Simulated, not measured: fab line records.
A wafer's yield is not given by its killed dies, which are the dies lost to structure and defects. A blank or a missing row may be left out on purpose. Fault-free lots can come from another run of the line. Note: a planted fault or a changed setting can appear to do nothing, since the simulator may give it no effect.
fab line records	flow sky130
[record] lots = 24	wafers = 72	last_day = 50
route steps=708 shown LOCAL_INTERCONNECT@400 METAL1@449 METAL2@489 CAP2M@616 VIA4@642 METAL5@666
lots untouched by any fault: they come from a run of this same line in which no faults occurred
start_h: hours from the record's opening day to when the first of the lot's shown wafers began	wait_h: time in hours since the lot's previous step	" identical to the entry in the row above	L1.1+2: one row covering several wafers at once	- no value, or no start given	* or withheld: withheld	< > ~ a bound
route shown NAME@n: NAME is a module with steps in the file, n the number in the route of the first one	usual: mean/standard deviation taken from wafers without a fault	same: alike in all rows	chamber/n: place in a boat	sites: readings site by site	_std_site: the values' standard deviation	_edge_site: mean of outer sites minus mean of inner sites	radius_mm: for every site, how far away it sits from the centre of the wafer	mask NAME#n: copy n	behind: tool/chamber where the wafer was last shaped	hold: reason for holding the lot/hours on hold/outcome of the hold	device: the transistor (n, p or np) that didn't switch	end of line: the route-end tests of the same wafers	a step without rows: its recipe alone	killed: at the first sort, the dies lost to defects and structure; wafer yield is something else	map: a wafer's dies, x killed, . not, _ none there
set.NAME: the run value of the setting; set.NAME@STEP: its run value at that earlier step	model.NAME: the simulator's own value behind a step, which no gauge read
route steps across a sampled set of lots; one table per step, one row per wafer
services: when a tool's chamber went out of use (start_h, in hours from the record's first day, below 0 if earlier), for how many hours, and the reason
[[steps]]
[step SKY_LOCAL_INTERCONNECT_ETCH_13]
[recipe] chemistry = N2/H2	target = BARC	ion_energy_ev = 200	bias_w = 100	pressure_mtorr = 30	n2_flow_sccm = 100	h2_flow_sccm = 200	icp_w = 500	stop_on = SiO2	time_s = 45.9	target_depth_a = 600
[usual] chamber_pressure_mTorr = 30.000/0.027	drypump_motor_current_A = 5.83/0.24	oes_product_au = 0.856/0.0049	throttle_valve_pct = 13.223/0.0094
lot.wafer	tool	chamber	start_h	wait_h	chamber_pressure_mTorr	drypump_motor_current_A	oes_product_au	rf_hours_counter_h	throttle_valve_pct
L074.1	rie_metal-02	0	703.95	0.0	29.996	5.53	0.856	0	13.220
L074.4	"	1	"	"	30.008	6.12	0.850	-	13.238
L074.6	"	0	"	"	29.985	5.54	0.860	-	13.201
L075.2	rie_metal-02	1	711.14	0.0	30.041	6.09	0.861	14	13.227
L075.5	"	1	"	"	29.964	6.05	0.860	-	13.233
L075.6	"	0	"	"	30.012	5.52	0.856	-	13.211
L076.2	rie_metal-03	1	711.75	0.0	30.030	5.72	0.861	11	13.232
L076.4	"	1	"	"	29.994	5.72	0.851	-	13.229
L076.5	"	1	"	"	29.969	5.71	0.856	-	13.228
L077.2	rie_metal-03	0	726.09	0.0	30.013	5.69	0.857	1	13.208
L077.4	"	0	"	"	29.954	5.72	0.857	-	13.232
L077.6	"	1	"	"	30.085	5.71	0.858	-	13.218
L080.1	rie_metal-02	0	762.60	0.0	30.001	5.53	0.853	3	13.213
L080.5	"	0	"	"	29.973	5.52	0.859	-	13.224
L080.6	"	0	"	"	29.977	5.53	0.855	-	13.216
L079.3	rie_metal-03	1	765.21	0.0	29.977	5.69	0.859	-	13.226
L079.4	"	0	"	"	30.002	5.70	0.861	-	13.240
L079.5	"	1	"	"	29.960	5.71	0.853	-	13.231
L078.1	rie_metal-04	0	766.55	0.0	29.994	5.91	0.863	13	13.224
L078.5	"	1	"	"	29.946	6.33	0.859	-	13.229
L078.6	"	0	"	"	29.985	5.92	0.850	-	13.231
L081.2	rie_metal-03	1	771.70	0.0	30.017	5.71	0.856	13	13.223
L081.3	"	1	"	"	30.015	5.71	0.863	-	13.208
L081.5	"	1	"	"	30.040	5.72	0.867	-	13.222
L083.1	rie_metal-04	1	776.90	0.0	30.057	6.35	0.860	11	13.222
L083.5	"	1	"	"	30.007	6.35	0.858	-	13.216
L083.6	"	0	"	"	29.967	5.93	0.866	-	13.221
L082.1	rie_metal-03	1	777.99	0.0	30.046	5.71	0.849	14	13.226
L082.2	"	0	"	"	29.989	5.69	0.856	3	13.231
L082.5	"	0	"	"	29.988	5.70	0.857	-	13.222
L084.1	rie_metal-02	0	781.24	0.0	29.991	5.54	0.850	4	13.230
L084.2	"	1	"	"	29.928	6.09	0.860	0	13.233
L084.5	"	0	"	"	29.993	5.53	0.853	-	13.211
L085.1	rie_metal-03	0	796.94	0.0	30.031	5.68	0.856	3	13.223
L085.3	"	1	"	"	29.964	5.73	0.855	-	13.230
L085.5	"	1	"	"	29.943	5.74	0.849	-	13.219
L086.3	rie_metal-02	1	803.88	0.0	29.982	6.09	0.864	-	13.225
L086.4	"	0	"	"	29.978	5.55	0.864	-	13.227
L086.5	"	0	"	"	29.982	5.52	0.848	-	13.227
L087.1	rie_metal-02	1	811.44	0.0	30.024	6.08	0.851	1	13.227
L087.4	"	1	"	"	30.020	6.09	0.851	-	13.216
L087.6	"	1	"	"	30.002	6.06	0.853	-	13.223
L088.1	rie_metal-04	0	814.31	0.0	29.978	5.92	0.856	15	13.239
L088.2	"	0	"	"	30.032	5.93	0.861	-	13.231
L088.3	"	0	"	"	29.971	5.94	0.854	-	13.229
L089.2	rie_metal-02	1	821.27	0.0	29.999	6.12	0.854	-	13.214
L089.5	"	1	"	"	29.989	6.07	0.851	-	13.237
L089.6	"	1	"	"	30.007	6.04	0.860	-	13.242
L090.2	rie_metal-03	0	829.30	0.0	30.005	5.71	0.858	5	13.207
L090.3	"	1	"	"	29.982	5.73	0.860	-	13.219
L090.5	"	1	"	"	30.034	5.73	0.864	-	13.224
L091.1	rie_metal-03	0	837.65	0.0	29.967	5.71	0.850	5	13.222
L091.3	"	1	"	"	30.030	5.70	0.857	-	13.228
L091.5	"	1	"	"	30.020	5.70	0.851	-	13.217
L092.4	rie_metal-04	1	847.72	0.0	29.987	6.34	0.856	-	13.214
L092.5	"	0	"	"	30.047	5.94	0.863	-	13.219
L092.6	"	1	"	"	30.009	6.35	0.862	-	13.217
L094.1	rie_metal-02	0	861.11	0.0	29.992	5.53	0.856	7	13.217
L094.2	"	1	"	"	30.007	6.06	0.859	4	13.217
L094.6	"	1	"	"	29.972	6.09	0.850	-	13.234
L093.3	rie_metal-03	0	861.17	0.0	30.024	5.72	0.854	-	13.224
L093.5	"	1	"	"	29.958	5.71	0.853	-	13.217
L093.6	"	0	"	"	29.994	5.72	0.852	-	13.235
L095.2	rie_metal-02	0	880.80	0.0	30.000	5.58	0.859	8	13.227
L095.4	"	0	"	"	30.038	5.52	0.851	-	13.222
L095.5	"	1	"	"	29.999	6.13	0.860	-	13.220
L096.1	rie_metal-03	0	881.95	0.0	30.026	5.72	0.857	7	13.229
L096.2	"	1	"	"	30.002	5.73	0.862	18	13.223
L096.5	"	1	"	"	29.993	5.72	0.855	-	13.230
L097.3	rie_metal-02	1	882.93	0.0	29.979	6.13	0.854	-	13.209
L097.5	"	1	"	"	30.010	6.10	0.856	-	13.215
L097.6	"	0	"	"	29.986	5.55	0.852	-	13.242
[step SKY_METAL1_CD_MEAS_15]
[recipe] target_cd_nm = 140
[usual] cd_nm = 139.4/1.3
lot.wafer	tool	chamber	start_h	wait_h	cd_nm
L074.1	cd_sem-01	-	761.88	-	137.9
L074.4	"	-	"	"	138.2
L074.6	"	-	"	"	138.1
L075.2	cd_sem-02	-	769.80	-	137.5
L075.5	"	-	"	"	138.1
L075.6	"	-	"	"	137.2
L076.2	cd_sem-02	-	770.08	-	139.0
L076.4	"	-	"	"	137.0
L076.5	"	-	"	"	139.9
L077.2	cd_sem-01	-	784.73	-	138.7
L077.4	"	-	"	"	140.8
L077.6	"	-	"	"	139.4
L080.1	cd_sem-01	-	817.36	-	139.4
L080.5	"	-	"	"	138.5
L080.6	"	-	"	"	138.1
L079.3	cd_sem-02	-	821.02	-	141.1
L079.4	"	-	"	"	139.3
L079.5	"	-	"	"	139.2
L078.1	cd_sem-02	-	822.26	-	139.7
L078.5	"	-	"	"	139.9
L078.6	"	-	"	"	140.2
L081.2	cd_sem-01	-	826.95	-	141.3
L081.3	"	-	"	"	141.8
L081.5	"	-	"	"	141.1
L083.1	cd_sem-02	-	833.93	-	140.4
L083.5	"	-	"	"	138.8
L083.6	"	-	"	"	137.8
L082.1	cd_sem-01	-	834.14	-	139.7
L082.2	"	-	"	"	139.7
L082.5	"	-	"	"	140.3
L084.1	cd_sem-02	-	837.38	-	141.4
L084.2	"	-	"	"	141.5
L084.5	"	-	"	"	140.4
L085.1	cd_sem-02	-	852.68	-	139.2
L085.3	"	-	"	"	141.1
L085.5	"	-	"	"	140.1
L086.3	cd_sem-02	-	859.55	-	139.7
L086.4	"	-	"	"	139.8
L086.5	"	-	"	"	141.4
L087.1	cd_sem-02	-	866.04	-	136.8
L087.4	"	-	"	"	137.6
L087.6	"	-	"	"	138.8
L088.1	cd_sem-02	-	870.56	-	139.8
L088.2	"	-	"	"	140.1
L088.3	"	-	"	"	138.6
L089.2	cd_sem-01	-	878.21	-	137.9
L089.5	"	-	"	"	138.6
L089.6	"	-	"	"	137.8
L090.2	cd_sem-02	-	884.80	-	140.7
L090.3	"	-	"	"	139.8
L090.5	"	-	"	"	137.2
L091.1	cd_sem-01	-	892.41	-	141.3
L091.3	"	-	"	"	139.9
L091.5	"	-	"	"	139.8
L092.4	cd_sem-01	-	901.59	-	140.5
L092.5	"	-	"	"	139.0
L092.6	"	-	"	"	141.2
L094.1	cd_sem-02	-	915.49	-	139.8
L094.2	"	-	"	"	139.6
L094.6	"	-	"	"	140.9
L093.3	cd_sem-01	-	915.88	-	138.1
L093.5	"	-	"	"	138.1
L093.6	"	-	"	"	136.4
L095.2	cd_sem-01	-	933.53	-	139.6
L095.4	"	-	"	"	138.8
L095.5	"	-	"	"	139.1
L096.1	cd_sem-01	-	934.76	-	140.9
L096.2	"	-	"	"	140.1
L096.5	"	-	"	"	140.1
L097.3	cd_sem-02	-	935.03	-	140.3
L097.5	"	-	"	"	141.0
L097.6	"	-	"	"	139.1
[step SKY_METAL2_THK_MEAS_06]
[recipe] thk_meas_gauge = xrf	reads = AlCu_of_METAL2_SPUTTER_02
[usual] METAL2_ALCU_THK = 247/4
lot.wafer	tool	chamber	start_h	wait_h	METAL2_ALCU_THK[nm]
L074.1	film_metro-01	-	791.26	0.1	245
L074.4	"	-	"	"	247
L074.6	"	-	"	"	248
L075.2	film_metro-04	-	799.32	0.1	246
L075.5	"	-	"	"	245
L075.6	"	-	"	"	245
L076.2	film_metro-02	-	799.67	0.1	244
L076.4	"	-	"	"	244
L076.5	"	-	"	"	243
L077.2	film_metro-04	-	813.72	0.1	249
L077.4	"	-	"	"	249
L077.6	"	-	"	"	247
L080.1	film_metro-04	-	846.78	0.1	243
L080.5	"	-	"	"	249
L080.6	"	-	"	"	244
L079.3	film_metro-04	-	850.66	0.1	247
L079.4	"	-	"	"	247
L079.5	"	-	"	"	245
L078.1	film_metro-04	-	852.17	0.1	246
L078.5	"	-	"	"	244
L078.6	"	-	"	"	244
L081.2	film_metro-01	-	857.19	0.1	248
L081.3	"	-	"	"	242
L081.5	"	-	"	"	247
L083.1	film_metro-01	-	863.34	0.1	253
L083.5	"	-	"	"	251
L083.6	"	-	"	"	256
L082.1	film_metro-01	-	863.67	0.1	254
L082.2	"	-	"	"	255
L082.5	"	-	"	"	257
L084.1	film_metro-01	-	867.06	0.1	251
L084.2	"	-	"	"	251
L084.5	"	-	"	"	253
L085.1	film_metro-01	-	881.23	0.1	249
L085.3	"	-	"	"	251
L085.5	"	-	"	"	248
L086.3	film_metro-04	-	888.70	0.1	247
L086.4	"	-	"	"	248
L086.5	"	-	"	"	247
L087.1	film_metro-04	-	895.23	0.1	248
L087.4	"	-	"	"	248
L087.6	"	-	"	"	248
L088.1	film_metro-04	-	898.36	0.1	242
L088.2	"	-	"	"	242
L088.3	"	-	"	"	244
L089.2	film_metro-02	-	906.38	0.1	252
L089.5	"	-	"	"	248
L089.6	"	-	"	"	252
L090.2	film_metro-01	-	913.47	0.1	245
L090.3	"	-	"	"	243
L090.5	"	-	"	"	249
L091.1	film_metro-02	-	920.12	0.1	248
L091.3	"	-	"	"	247
L091.5	"	-	"	"	251
L092.4	film_metro-04	-	929.47	0.1	247
L092.5	"	-	"	"	251
L092.6	"	-	"	"	250
L094.1	film_metro-02	-	942.58	0.1	241
L094.2	"	-	"	"	242
L094.6	"	-	"	"	240
L093.3	film_metro-01	-	943.53	0.1	245
L093.5	"	-	"	"	246
L093.6	"	-	"	"	246
L095.2	film_metro-02	-	960.58	0.1	243
L095.4	"	-	"	"	241
L095.5	"	-	"	"	241
L096.1	film_metro-02	-	962.23	0.1	240
L096.2	"	-	"	"	240
L096.5	"	-	"	"	242
L097.3	film_metro-01	-	962.49	0.1	247
L097.5	"	-	"	"	249
L097.6	"	-	"	"	248
[step SKY_CAP2M_METAL_ETCH_13]
[recipe] target_depth_nm = 220	stop_on = SiO2	chemistry = Cl2/BCl3	target = TiN	pressure_mtorr = 10	icp_w = 900	bias_w = 48.5	Cl2_flow_sccm = 60	bcl3_flow_sccm = 30	time_s = 62.9
[usual] chamber_pressure_mTorr = 10.000/0.0094	drypump_motor_current_A = 5.9/0.36	oes_product_au = 0.941/0.0073	throttle_valve_pct = 21.902/0.0093
lot.wafer	tool	chamber	start_h	wait_h	chamber_pressure_mTorr	drypump_motor_current_A	oes_product_au	rf_hours_counter_h	throttle_valve_pct
L074.1	rie_metal-01	0	950.43	0.0	9.995	5.2	0.934	12	21.910
L074.4	"	0	"	"	9.997	5.2	0.921	-	21.900
L074.6	"	0	"	"	9.995	5.2	0.931	-	21.911
L075.2	rie_metal-01	1	956.91	0.0	10.020	5.9	0.943	16	21.895
L075.5	"	1	"	"	9.981	5.9	0.940	-	21.922
L075.6	"	0	"	"	9.984	5.2	0.940	-	21.904
L076.2	rie_metal-02	0	960.81	0.0	9.997	5.5	0.941	11	21.885
L076.4	"	1	"	"	9.995	6.1	0.935	-	21.902
L076.5	"	0	"	"	10.004	5.6	0.931	-	21.929
L077.2	rie_metal-04	1	972.96	0.0	10.017	6.3	0.936	7	21.890
L077.4	"	1	"	"	9.989	6.3	0.935	-	21.898
L077.6	"	1	"	"	10.000	6.3	0.940	-	21.899
L080.1	rie_metal-04	1	1000.84	0.0	10.001	6.3	0.931	8	21.912
L080.5	"	0	"	"	9.991	5.9	0.938	-	21.911
L080.6	"	1	"	"	10.000	6.3	0.944	-	21.892
L079.3	rie_metal-04	0	1004.74	0.0	10.005	5.9	0.938	-	21.895
L079.4	"	1	"	"	10.009	6.3	0.948	-	21.910
L079.5	"	1	"	"	10.004	6.3	0.934	-	21.892
L078.1	rie_metal-01	0	1006.19	0.0	10.001	5.2	0.944	15	21.903
L078.5	"	1	"	"	10.011	5.9	0.951	-	21.895
L078.6	"	0	"	"	10.002	5.2	0.949	-	21.903
L081.2	rie_metal-02	1	1010.71	0.0	9.989	6.1	0.943	11	21.896
L081.3	"	0	"	"	9.982	5.5	0.946	-	21.911
L081.5	"	0	"	"	9.993	5.5	0.950	-	21.915
L083.1	rie_metal-02	0	1014.94	0.0	10.013	5.5	0.938	14	21.916
L083.5	"	1	"	"	10.000	6.1	0.938	-	21.896
L083.6	"	0	"	"	10.000	5.6	0.941	-	21.893
L082.1	rie_metal-02	0	1017.84	0.0	9.995	5.6	0.943	14	21.903
L082.2	"	1	"	"	10.005	6.1	0.940	12	21.901
L082.5	"	1	"	"	9.993	6.1	0.934	-	21.894
L084.1	rie_metal-01	0	1019.04	0.0	9.982	5.2	0.957	15	21.896
L084.2	"	1	"	"	9.991	5.9	0.950	19	21.899
L084.5	"	1	"	"	9.982	5.9	0.944	-	21.888
L085.1	rie_metal-02	0	1031.89	0.0	9.988	5.6	0.942	15	21.892
L085.3	"	0	"	"	10.010	5.5	0.928	-	21.920
L085.5	"	1	"	"	9.997	6.1	0.943	-	21.913
L086.3	rie_metal-01	1	1038.57	0.0	9.983	5.9	0.942	-	21.903
L086.4	"	0	"	"	9.994	5.2	0.946	-	21.914
L086.5	"	1	"	"	10.000	6.0	0.939	-	21.906
L087.1	rie_metal-04	1	1044.94	0.0	10.013	6.3	0.938	11	21.899
L087.4	"	0	"	"	10.003	5.9	0.933	-	21.897
L087.6	"	1	"	"	9.999	6.3	0.933	-	21.908
L088.1	rie_metal-02	1	1046.39	0.0	10.010	6.1	0.948	14	21.895
L088.2	"	0	"	"	9.993	5.5	0.945	16	21.908
L088.3	"	0	"	"	10.003	5.5	0.953	-	21.888
L089.2	rie_metal-04	0	1053.94	0.0	10.002	5.9	0.941	9	21.890
L089.5	"	0	"	"	10.000	5.9	0.937	-	21.902
L089.6	"	1	"	"	9.999	6.3	0.950	-	21.883
L090.2	rie_metal-02	1	1059.74	0.0	9.998	6.1	0.934	-	21.903
L090.3	"	1	"	"	10.012	6.1	0.946	-	21.894
L090.5	"	1	"	"	10.004	6.1	0.945	-	21.884
L091.1	rie_metal-04	0	1066.44	0.0	9.998	5.9	0.942	10	21.897
L091.3	"	0	"	"	10.013	5.9	0.944	-	21.898
L091.5	"	0	"	"	9.997	5.9	0.943	-	21.881
L092.4	rie_metal-01	1	1072.56	0.0	9.998	5.9	0.950	-	21.901
L092.5	"	0	"	"	9.988	5.2	0.950	-	21.901
L092.6	"	1	"	"	9.996	6.0	0.961	-	21.911
L094.1	rie_metal-04	1	1084.99	0.0	9.996	6.3	0.940	14	21.893
L094.2	"	0	"	"	10.020	5.9	0.945	11	21.892
L094.6	"	1	"	"	9.997	6.3	0.949	-	21.908
L093.3	rie_metal-02	0	1085.67	0.0	10.009	5.5	0.945	-	21.905
L093.5	"	0	"	"	10.004	5.5	0.942	-	21.895
L093.6	"	1	"	"	9.992	6.1	0.936	-	21.911
L095.2	rie_metal-02	1	1099.79	0.0	10.005	6.1	0.951	19	21.892
L095.4	"	0	"	"	9.982	5.5	0.928	-	21.909
L095.5	"	1	"	"	10.014	6.1	0.948	-	21.881
L096.1	rie_metal-04	1	1101.34	0.0	10.002	6.3	0.929	15	21.911
L096.2	"	0	"	"	10.002	5.9	0.936	13	21.905
L096.5	"	0	"	"	9.997	5.9	0.935	-	21.907
L097.3	rie_metal-02	1	1101.81	0.0	10.014	6.1	0.943	-	21.913
L097.5	"	0	"	"	10.004	5.5	0.933	-	21.904
L097.6	"	1	"	"	10.020	6.1	0.941	-	21.902
[step SKY_VIA4_BOW_MEAS_03]
[recipe] mode = bow
[usual] VIA4_BOW = 81/8.8
lot.wafer	tool	chamber	start_h	wait_h	VIA4_BOW[um]
L074.1	film_metro-03	-	975.82	0.1	89
L074.4	"	-	"	"	98
L074.6	"	-	"	"	82
L075.2	film_metro-03	-	983.02	0.2	77
L075.5	"	-	"	"	68
L075.6	"	-	"	"	87
L076.2	film_metro-01	-	987.11	0.1	77
L076.4	"	-	"	"	75
L076.5	"	-	"	"	75
L077.2	film_metro-03	-	998.32	0.2	82
L077.4	"	-	"	"	74
L077.6	"	-	"	"	67
L080.1	film_metro-02	-	1026.12	0.2	73
L080.5	"	-	"	"	78
L080.6	"	-	"	"	88
L079.3	film_metro-03	-	1029.34	0.2	87
L079.4	"	-	"	"	75
L079.5	"	-	"	"	79
L078.1	film_metro-03	-	1031.08	0.1	67
L078.5	"	-	"	"	60
L078.6	"	-	"	"	66
L081.2	film_metro-03	-	1035.30	0.1	72
L081.3	"	-	"	"	72
L081.5	"	-	"	"	83
L083.1	film_metro-02	-	1039.61	0.2	73
L083.5	"	-	"	"	70
L083.6	"	-	"	"	76
L082.1	film_metro-03	-	1042.56	0.1	103
L082.2	"	-	"	"	90
L082.5	"	-	"	"	86
L084.1	film_metro-03	-	1044.16	0.1	80
L084.2	"	-	"	"	79
L084.5	"	-	"	"	78
L085.1	film_metro-02	-	1056.10	0.2	78
L085.3	"	-	"	"	82
L085.5	"	-	"	"	87
L086.3	film_metro-02	-	1062.24	0.3	91
L086.4	"	-	"	"	83
L086.5	"	-	"	"	79
L087.1	film_metro-03	-	1068.84	0.1	93
L087.4	"	-	"	"	87
L087.6	"	-	"	"	86
L088.1	film_metro-02	-	1070.26	0.2	75
L088.2	"	-	"	"	76
L088.3	"	-	"	"	72
L089.2	film_metro-01	-	1078.14	0.2	89
L089.5	"	-	"	"	84
L089.6	"	-	"	"	92
L090.2	film_metro-03	-	1083.61	0.2	95
L090.3	"	-	"	"	92
L090.5	"	-	"	"	94
L091.1	film_metro-03	-	1089.87	0.1	77
L091.3	"	-	"	"	85
L091.5	"	-	"	"	82
L092.4	film_metro-02	-	1094.83	0.3	77
L092.5	"	-	"	"	74
L092.6	"	-	"	"	89
L094.1	film_metro-03	-	1107.32	0.2	82
L094.2	"	-	"	"	73
L094.6	"	-	"	"	87
L093.3	film_metro-01	-	1108.26	0.2	76
L093.5	"	-	"	"	82
L093.6	"	-	"	"	74
L095.2	film_metro-01	-	1121.95	0.1	80
L095.4	"	-	"	"	79
L095.5	"	-	"	"	86
L096.1	film_metro-01	-	1123.75	0.2	96
L096.2	"	-	"	"	82
L096.5	"	-	"	"	94
L097.3	film_metro-02	-	1124.42	0.3	84
L097.5	"	-	"	"	95
L097.6	"	-	"	"	85
[step SKY_METAL5_RS_MEAS_05]
[recipe] thk_meas_gauge = four-point-probe	reads = TiN_of_METAL5_SPUTTER_04+Ti_of_METAL5_SPUTTER_03+AlCu_of_METAL5_SPUTTER_02+TiN_of_METAL5_SPUTTER_01+Ti_of_METAL5_SPUTTER_00
[usual] METAL5_ALCU_RS = 0.02713/0.0003
lot.wafer	tool	chamber	start_h	wait_h	METAL5_ALCU_RS[ohm/sq]
L074.1	film_metro-03	-	999.98	0.0	0.02688
L074.4	"	-	"	"	0.02718
L074.6	"	-	"	"	0.02724
L075.2	film_metro-02	-	1007.35	0.0	0.02733
L075.5	"	-	"	"	0.02744
L075.6	"	-	"	"	0.02727
L076.2	film_metro-03	-	1011.17	0.0	0.02676
L076.4	"	-	"	"	0.02677
L076.5	"	-	"	"	0.02695
L077.2	film_metro-04	-	1022.71	0.0	0.02724
L077.4	"	-	"	"	0.02704
L077.6	"	-	"	"	0.02684
L080.1	film_metro-03	-	1049.61	0.0	0.02707
L080.5	"	-	"	"	0.02678
L080.6	"	-	"	"	0.02693
L079.3	film_metro-02	-	1053.93	0.1	0.02726
L079.4	"	-	"	"	0.0271
L079.5	"	-	"	"	0.02703
L078.1	film_metro-04	-	1054.19	0.0	0.02752
L078.5	"	-	"	"	0.02699
L078.6	"	-	"	"	0.02734
L081.2	film_metro-02	-	1058.36	0.0	0.02715
L081.3	"	-	"	"	0.02701
L081.5	"	-	"	"	0.02725
L083.1	film_metro-03	-	1062.67	0.0	0.02751
L083.5	"	-	"	"	0.02731
L083.6	"	-	"	"	0.02725
L082.1	film_metro-04	-	1065.14	0.0	0.02764
L082.2	"	-	"	"	0.02747
L082.5	"	-	"	"	0.02754
L084.1	film_metro-04	-	1067.84	0.0	0.02785
L084.2	"	-	"	"	0.02725
L084.5	"	-	"	"	0.02745
L085.1	film_metro-02	-	1078.97	0.0	0.02674
L085.3	"	-	"	"	0.02708
L085.5	"	-	"	"	0.02677
L086.3	film_metro-03	-	1084.61	0.1	0.02723
L086.4	"	-	"	"	0.02704
L086.5	"	-	"	"	0.02722
L087.1	film_metro-04	-	1090.70	0.0	0.02765
L087.4	"	-	"	"	0.02718
L087.6	"	-	"	"	0.02699
L088.1	film_metro-02	-	1092.58	0.0	0.02715
L088.2	"	-	"	"	0.02721
L088.3	"	-	"	"	0.02721
L089.2	film_metro-04	-	1100.00	0.0	0.02731
L089.5	"	-	"	"	0.02743
L089.6	"	-	"	"	0.02715
L090.2	film_metro-03	-	1105.18	0.0	0.02685
L090.3	"	-	"	"	0.02657
L090.5	"	-	"	"	0.02699
L091.1	film_metro-03	-	1111.40	0.0	0.02701
L091.3	"	-	"	"	0.02702
L091.5	"	-	"	"	0.02698
L092.4	film_metro-04	-	1116.16	0.1	0.02687
L092.5	"	-	"	"	0.02677
L092.6	"	-	"	"	0.02677
L094.1	film_metro-02	-	1128.78	0.0	0.02692
L094.2	"	-	"	"	0.02698
L094.6	"	-	"	"	0.027
L093.3	film_metro-04	-	1130.19	0.1	0.02687
L093.5	"	-	"	"	0.02691
L093.6	"	-	"	"	0.02701
L095.2	film_metro-03	-	1142.35	0.0	0.02693
L095.4	"	-	"	"	0.02668
L095.5	"	-	"	"	0.02758
L096.1	film_metro-04	-	1143.36	0.0	0.02758
L096.2	"	-	"	"	0.02786
L096.5	"	-	"	"	0.02743
L097.3	film_metro-02	-	1145.25	0.1	0.02711
L097.5	"	-	"	"	0.02744
L097.6	"	-	"	"	0.02729
[[services]]
tool	chamber	start_h	hours	kind
rie_metal-02	0	685.34	4.7	repair
rie_metal-04	1	689.00	76.7	repair
rie_metal-02	1	744.28	-	clean
rie_metal-02	1	744.28	29.5	scheduled_down
rie_metal-02	1	744.28	29.5	vent_cycle
rie_metal-03	-	763.00	0.1	repair
rie_metal-03	-	804.60	2.7	pm
rie_metal-04	1	805.60	-	clean
rie_metal-04	1	805.60	18.9	scheduled_down
rie_metal-04	1	805.60	18.9	vent_cycle
rie_metal-02	0	807.00	17.4	repair
rie_metal-01	-	811.40	0.7	repair
rie_metal-04	0	848.85	-	clean
rie_metal-04	0	848.85	29.2	scheduled_down
rie_metal-04	0	848.85	29.2	vent_cycle
rie_metal-03	-	909.53	0.4	repair
rie_metal-03	1	1001.64	-	clean
rie_metal-03	1	1001.64	18.4	scheduled_down
rie_metal-03	1	1001.64	18.4	vent_cycle
[[key]]
fault none
